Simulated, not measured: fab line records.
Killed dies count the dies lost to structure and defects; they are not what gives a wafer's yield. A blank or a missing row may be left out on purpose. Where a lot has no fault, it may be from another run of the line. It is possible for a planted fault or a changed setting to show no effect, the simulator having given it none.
Comparing a struck lot with a sound one ; flow sky130 ; 18 steps out of a route of 708
Sound: wafers L578.1, L578.5, L578.6. Struck: wafers L585.2, L585.4, L585.5. Last of all comes the cause.
Order at every step that has rows: each side's tool, ch and its chambers, its first start. Under that, the readings that differ: sound wafers ; struck wafers ; difference of the means ; sigmas: that difference in standard deviations of wafers without a fault.
alike: a reading whose means differ by less than 2 such deviations, as well as words and numbers matching on both sides. not compared: withheld readings; readings where some wafer has no value; bounds like >300 that might hide an equal value; numbers whose values overlap and for which the record gives no deviation.
The two part at a step that has a row with sigmas, a row that says differs or no value, or rows on one side only. Numbers that don't overlap but have no deviation are shown without sigmas and don't part them. A reading missing from all wafers of one side parts the sides only when that side holds two or more wafers.

first, 1 step without rows for these wafers: SKY_VIA4_ETCH_12 (etches SiO2 in C4F8/O2/Ar, stops on TiN, target depth 580 nm).
SKY_VIA4_STRIP_13: strips in O2/N2.
  sound on plasma asher-04 ch 0,1, day 44 17:34; struck on plasma asher-01 ch 1, day 46 12:20
  alike: chamber pressure mTorr, drypump motor current A, o2 flow sccm, oes product au, strip time to endpoint s
  not compared: rf hours counter h
then, 3 steps without rows for these wafers: SKY_VIA4_STRIP_14 (strips in post etch residue remover, time 1200 s); SKY_VIA4_CLEAN_15 (cleans in IPA, time 180 s); SKY_VIA4_CLEAN_16 (cleans in O3/DIW).
SKY_VIA4_SPUTTER_17: material TiN, target thk 20 nm, time 80 s.
  sound: pvd sputter-02 at day 44 18:09; struck: pvd sputter-04 at day 46 12:56
  alike: cathode dc power W, chamber pressure pa, throttle valve pct
then, 1 step without rows for these wafers: SKY_VIA4_CVD_18 (deposits W, target thk 505 nm, time 152.14 s).
SKY_VIA4_RS_MEAS_19: measurement is done with a four-point probe.
  sound: film metro-02 at day 44 18:22; struck: film metro-04 at day 46 13:10
  alike: VIA4_W_RS
SKY_VIA4_THK_MEAS_20: measures by xrf.
  sound: film metro-02 at day 44 18:29; struck: film metro-04 at day 46 13:17
  alike: VIA4_W_THK
SKY_VIA4_CMP_21: polishes, stops on SiO2, t overpolish 25 s, target thk 0 nm.
  sound on cmp-02 ch 1,2,3, day 44 18:41; struck on cmp-01 ch 0,2, day 46 13:23
  alike: motor current A, overpolish run s, slurry flow ml min, time to endpoint s
SKY_METAL5_SPUTTER_00: material Ti, target thk 15 nm, time 10 s.
  sound: pvd sputter-04 at day 44 18:50; struck: pvd sputter-01 at day 46 13:38
  alike: cathode dc power W, chamber pressure pa, throttle valve pct
then, 1 step without rows for these wafers: SKY_METAL5_SPUTTER_01 (material TiN, target thk 20 nm, time 16.7 s).
SKY_METAL5_SPUTTER_02: material AlCu, target thk 1150 nm, time 61.2 s.
  sound: pvd sputter-04 at day 44 18:53; struck: pvd sputter-01 at day 46 13:41
  no value came back on the struck wafers for cathode dc power W (W), chamber pressure pa (Pa), throttle valve pct (%); on the sound wafers cathode dc power W (W) reads 10600 10600 10599
then, 1 step without rows for these wafers: SKY_METAL5_SPUTTER_03 (material Ti, target thk 5 nm, time 3.3 s).
SKY_METAL5_SPUTTER_04: material TiN, target thk 70 nm, time 58.3 s.
  sound: pvd sputter-04 at day 44 18:58; struck: pvd sputter-01 at day 46 13:45
  alike: cathode dc power W, chamber pressure pa, throttle valve pct
SKY_METAL5_RS_MEAS_05: measurement is done with a four-point probe.
  sound: film metro-04 at day 44 19:01; struck: film metro-03 at day 46 13:49
reading;sound;struck;difference;sigmas
METAL5_ALCU_RS (ohm/sq);0.0269 0.0270 0.0274;8.6253 8.5623 8.7000;+8.6021;+99 or more
SKY_METAL5_THK_MEAS_06: measures by xrf.
  sound: film metro-04 at day 44 19:08; struck: film metro-03 at day 46 13:56
reading;sound;struck;difference;sigmas
METAL5_ALCU_THK (nm);1162 1160 1146;<1 <1 <1;differs;
then, 1 step without rows for these wafers: SKY_METAL5_DEHYDRATE_07 (time 60 s).

WHERE THEY PART
Earliest at SKY_METAL5_SPUTTER_02; latest, in this record, at SKY_METAL5_THK_MEAS_06.

WHY: what had been put in by the simulator
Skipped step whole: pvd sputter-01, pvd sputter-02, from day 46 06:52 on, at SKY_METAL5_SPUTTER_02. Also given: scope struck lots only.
